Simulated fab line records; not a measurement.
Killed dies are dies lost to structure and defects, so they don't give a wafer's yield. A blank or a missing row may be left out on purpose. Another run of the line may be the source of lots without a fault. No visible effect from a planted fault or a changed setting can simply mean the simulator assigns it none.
Chamber matching + flow sky130 + 3 sister chambers for SKY_CONTACT_CVD_00 on pecvd-01
The step deposits Si3N4, target thk 75 nm. 6 wafers are shown with their chamber, then 9 later ones without.

## EACH WAFER AND ITS CHAMBER
| wafer  | chamber | heater power w (W) |
|--------|---------|--------------------|
| L078.4 | 1       | 745                |
| L082.3 | 0       | 751                |
| L082.5 | 0       | 766                |
| L086.1 | 2       | 655                |
| L086.5 | 1       | 675                |
| L086.6 | 2       | 678                |

## WAFERS MISSING THEIR CHAMBER
| wafer  | heater power w (W) |
|--------|--------------------|
| L087.1 | 757                |
| L087.3 | 771                |
| L087.6 | 754                |
| L089.1 | 709                |
| L089.2 | 819                |
| L089.5 | 709                |
| L094.2 | 746                |
| L094.5 | 788                |
| L094.6 | 843                |

## CHAMBER TAKEN BY EACH
| wafer  | from the rows above          | in truth |
|--------|------------------------------|----------|
| L087.1 | can't be placed: 0 or 1      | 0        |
| L087.3 | can't be placed: 0 or 1      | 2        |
| L087.6 | can't be placed: 0 or 1      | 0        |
| L089.1 | can't be placed: 1 or 2 or 0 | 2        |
| L089.2 | can't be placed: 0 or 1      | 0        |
| L089.5 | can't be placed: 1 or 2 or 0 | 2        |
| L094.2 | can't be placed: 0 or 1      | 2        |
| L094.5 | can't be placed: 0 or 1      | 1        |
| L094.6 | can't be placed: 0 or 1      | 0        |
Placed correctly: 0 of 9. Cannot be placed on the basis of these rows: 9; the candidates contain the true chamber in 7. Wrongly placed: 0.
How it was worked out, from the rows above alone: a wafer's distance from a chamber is the root of the sum, over the readings, of the square of ((its reading less the chamber's mean) divided by the reading's scatter). The wafer belongs to the nearest chamber; if the next one is less than 2 further off, it can't be placed. A chamber's mean is the mean of its shown wafers. How the scatter is found: for the shown wafers, subtract from each reading the mean of its chamber, square and add these, divide the total by (wafers less chambers), then take the root.
